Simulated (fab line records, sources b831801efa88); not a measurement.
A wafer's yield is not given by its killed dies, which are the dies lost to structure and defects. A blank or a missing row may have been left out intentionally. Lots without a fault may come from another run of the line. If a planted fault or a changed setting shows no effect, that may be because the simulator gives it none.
The same fault as seen by 2 desks / flow sky130 / what lay behind the numbers comes last; until then each desk has only its own

== THE TOOL OWNER'S DESK: rie diel-01 ==
The tool's own readings at SKY_LI_CONTACT_ETCH_15 (etches PSG in C4F8/O2/Ar, stops on Si, target depth 600 nm): means of the sampled wafers that have a number, for each lot that ran on this tool. Any lot whose mean is over 4 standard deviations away from the usual mean is out of limits and marked OUT; that distance is given in the brackets.
Columns: A = bias w at SKY_LI_CONTACT_ETCH_15, usual 1199 W; B = chamber pressure mTorr at SKY_LI_CONTACT_ETCH_15, usual 40.00 mTorr; C = oes product au at SKY_LI_CONTACT_ETCH_15, usual 0.836 a.u.
lot=L483; first seen here=day 30 01:13; A=1199; B=40.01; C=0.840
lot=L484; first seen here=day 30 20:44; A=1197; B=40.02; C=0.837
lot=L494; first seen here=day 34 10:46; A=1114 (-21) OUT; B=40.01; C=0.836
This desk's verdict: out of limits on L494, starting with L494 at day 34 10:46 (bias w at SKY_LI_CONTACT_ETCH_15). L483, L484: within limits.

== AT THE METROLOGY DESK ==
Lot by lot, what the gauges showed, no matter which tool ran the lot: averages of those sampled wafers that carry a number. Any lot whose mean is over 4 standard deviations away from the usual mean is out of limits and marked OUT; that distance is given in the brackets.
Columns: A = LDD_HVP_TW at SKY_LDD_HVP_TW_MEAS_10, usual 456; B = cd nm at SKY_POLY_CUT_CD_MEAS_08, usual 270.2 nm
lot=L480; first seen here=day 21 11:17; A=461; B=271.5
lot=L481; first seen here=day 21 20:16; A=450; B=269.1
lot=L482; first seen here=day 22 08:43; A=450; B=270.6
lot=L483; first seen here=day 22 14:25; A=453; B=270.1
lot=L484; first seen here=day 23 10:50; A=453; B=269.8
lot=L486; first seen here=day 23 15:34; A=459; B=271.1
lot=L494; first seen here=day 27 10:28; A=455; B=271.8
lot=L496; first seen here=day 27 15:37; A=457; B=270.4
lot=L498; first seen here=day 28 07:54; A=459; B=268.2
lot=L497; first seen here=day 28 12:33; A=458; B=270.1
lot=L501; first seen here=day 29 07:07; A=449; B=268.3
lot=L502; first seen here=day 29 11:59; A=459; B=272.1
Finding of this desk: none of the 12 lots has anything out of limits.

== TAKEN TOGETHER ==
The tool owner's desk could have raised an alarm at day 34 10:46, on L494.
The metrology desk saw nothing out of limits.
The metrology desk holds a record of L494, inside its limits.
Of the lots named, all ran SKY_LI_CONTACT_ETCH_15 on rie diel-01.

== WHAT THE SIMULATOR HAD INSERTED ==
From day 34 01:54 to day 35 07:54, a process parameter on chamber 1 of rie diel-01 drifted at SKY_LI_CONTACT_ETCH_15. Setting bias w shifted by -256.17 from 1200. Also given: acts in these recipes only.
Struck lots among those shown: L494.
Each desk's first reading out of limits, in hours after the fault started: the tool owner's desk, 9.
